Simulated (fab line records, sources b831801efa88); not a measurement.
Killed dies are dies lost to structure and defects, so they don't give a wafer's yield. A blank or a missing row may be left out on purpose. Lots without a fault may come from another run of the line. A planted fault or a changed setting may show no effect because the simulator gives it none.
Chamber matching | flow sky130 | SKY_CONTACT_CMP_27 on cmp-02: 4 sister chambers
The step polishes, stops on SiO2, t overpolish 15 s, target thk 0 nm. 14 wafers are shown with their chamber, then 7 later ones without.

WAFERS WITH THEIR CHAMBER
wafer  | chamber | motor_current_A (A) | time_to_endpoint_s (s) | overpolish_run_s (s)
L317.1 | 0       | 12.9                | 80                     | 15.016
L317.3 | 1       | 11.6                | 84                     | 15.014
L317.5 | 1       | 11.5                | 86                     | 15.004
L319.1 | 1       | 11.5                | 84                     | 15.008
L319.2 | 2       | 10.5                | 82                     | 14.990
L319.4 | 3       | 9.6                 | 73                     | 15.010
L323.1 | 1       | 11.5                | 87                     | 14.983
L323.2 | 0       | 12.6                | 79                     | 15.001
L323.3 | 2       | 10.2                | 87                     | 14.989
L332.3 | 3       | 9.9                 | 74                     | 14.997
L332.5 | 3       | 9.8                 | 74                     | 14.998
L332.6 | 2       | 9.3                 | 81                     | 14.991
L334.1 | 2       | 10.1                | 83                     | 14.996
L334.2 | 0       | 13.2                | 79                     | 14.997

SIGNATURES (means of the wafers above)
reading            | chamber 0 | chamber 1 | chamber 2 | chamber 3 | scatter within a chamber
motor_current_A    | 12.900    | 11.525    | 10.025    | 9.767     | 0.32
time_to_endpoint_s | 79.33     | 85.25     | 83.25     | 73.67     | 1.7
overpolish_run_s   | 15.00467  | 15.00225  | 14.99150  | 15.00167  | 0.00938
Rule: a wafer's distance from a chamber is the root of the sum, over the readings, of the square of ((its reading less the chamber's mean) divided by the reading's scatter). The wafer belongs to the nearest chamber; if the next one is less than 2 further off, it can't be placed. The scatter: the root of (the sum of the squares of (reading less its chamber's mean) over the shown wafers, divided by (wafers less chambers)).

WAFERS WITHOUT THEIR CHAMBER
wafer  | motor_current_A (A) | time_to_endpoint_s (s) | overpolish_run_s (s)
L334.5 | 10.4                | 84                     | 15.005
L335.3 | 11.6                | 87                     | 14.980
L335.5 | 9.3                 | 79                     | 15.000
L335.6 | 10.9                | 85                     | 14.998
L338.2 | 10.7                | 87                     | 14.995
L338.4 | 10.0                | 80                     | 14.993
L338.5 | 8.9                 | 76                     | 14.990

WHICH CHAMBER EACH WENT THROUGH
wafer  | from the rows above     | in truth
L334.5 | can't be placed: 2 or 1 | 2
L335.3 | 1                       | 1
L335.5 | can't be placed: 3 or 2 | 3
L335.6 | can't be placed: 1 or 2 | 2
L338.2 | can't be placed: 1 or 2 | 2
L338.4 | can't be placed: 2 or 3 | 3
L338.5 | 3                       | 3
Placed correctly: 2 of 7. Can't be placed from these rows: 5 (the true chamber is among the candidates in 5). Placed wrongly: 0.
